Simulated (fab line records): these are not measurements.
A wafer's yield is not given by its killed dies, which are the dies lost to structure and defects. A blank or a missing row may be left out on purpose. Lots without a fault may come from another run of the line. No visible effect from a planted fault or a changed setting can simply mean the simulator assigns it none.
One fault through the eyes of 2 desks | flow sky130 | what lay behind the numbers comes last; until then each desk has only its own

DESK OF THE TOOL OWNER: litho-track-01
The tool's own readings at SKY_VT_ADJUST_NCORE_DEVELOP_06 (develop time 60 s): means of the sampled wafers that have a number, for each lot that ran on this tool. A lot is out of limits, marked OUT, if its mean lies more than 4 standard deviations from the usual mean; the brackets give that distance.
Columns: A = exhaust-pa at SKY_VT_ADJUST_NCORE_DEVELOP_06, usual 45.2 Pa
lot  | first seen here | A
L191 | day 8 14:34     | 45.7
L198 | day 10 22:56    | 45.0
L199 | day 11 17:20    | 44.7
L203 | day 12 04:13    | 45.2
L204 | day 13 01:20    | 44.4
Result from this desk: across the 5 lots, nothing is out of limits.

AT THE METROLOGY DESK
What the gauges read, lot by lot, whatever tool the lot ran on: means of the sampled wafers that have a number. A lot is out of limits, marked OUT, if its mean lies more than 4 standard deviations from the usual mean; the brackets give that distance.
Columns: A = NWELL_01_OVL at SKY_NWELL_OVL_MEAS_23, usual 0.3 nm; B = cd-nm at SKY_VT_ADJUST_NCORE_CD_MEAS_07, usual 381.5 nm; C = VT_ADJUST_NCORE_TW at SKY_VT_ADJUST_NCORE_TW_MEAS_11, usual 217.2
lot  | first seen here | A    | B                | C
L191 | day 5 09:55     | 0.1  | 382.7            | 215.3
L193 | day 5 20:28     | 0.3  | 381.1            | 217.5
L198 | day 7 08:36     | -2.6 | 379.9            | 217.5
L199 | day 7 22:10     | 0.9  | 384.5            | 218.0
L201 | day 8 03:26     | 0.2  | 380.0            | 217.5
L203 | day 8 08:07     | 1.6  | 400.7 (+7.7) OUT | 218.9
L204 | day 9 03:43     | -0.0 | 396.6 (+6.1) OUT | 217.6
L206 | day 9 09:50     | 1.4  | 381.5            | 216.9
L207 | day 9 15:53     | -1.6 | 383.8            | 216.0
L211 | day 10 10:09    | 1.1  | 382.9            | 217.6
L213 | day 10 21:57    | 0.1  | 384.1            | 217.1
L214 | day 11 04:41    | 3.8  | 378.4            | 217.8
This desk finds L203, L204 out of limits, L203 being first, at day 12 04:21 (cd-nm at SKY_VT_ADJUST_NCORE_CD_MEAS_07). L191, L193, L198, L199, L201, L206, L207, L211, L213, L214: within limits.

ALL TOGETHER
Metrology desk: alarm possible at day 12 04:21 on L203, L204.
The desk of the tool owner found nothing out of limits.
The tool owner's desk has L203, L204 on record, within its limits.
On litho-track-01, each named lot ran SKY_VT_ADJUST_NCORE_DEVELOP_06.

WHAT HAD BEEN PUT IN BY THE SIMULATOR
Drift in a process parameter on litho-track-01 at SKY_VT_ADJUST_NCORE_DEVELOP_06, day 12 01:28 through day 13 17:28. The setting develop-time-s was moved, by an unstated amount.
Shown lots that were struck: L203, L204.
Delay in hours, fault start to first out-of-limits reading, per desk: metrology desk 3.
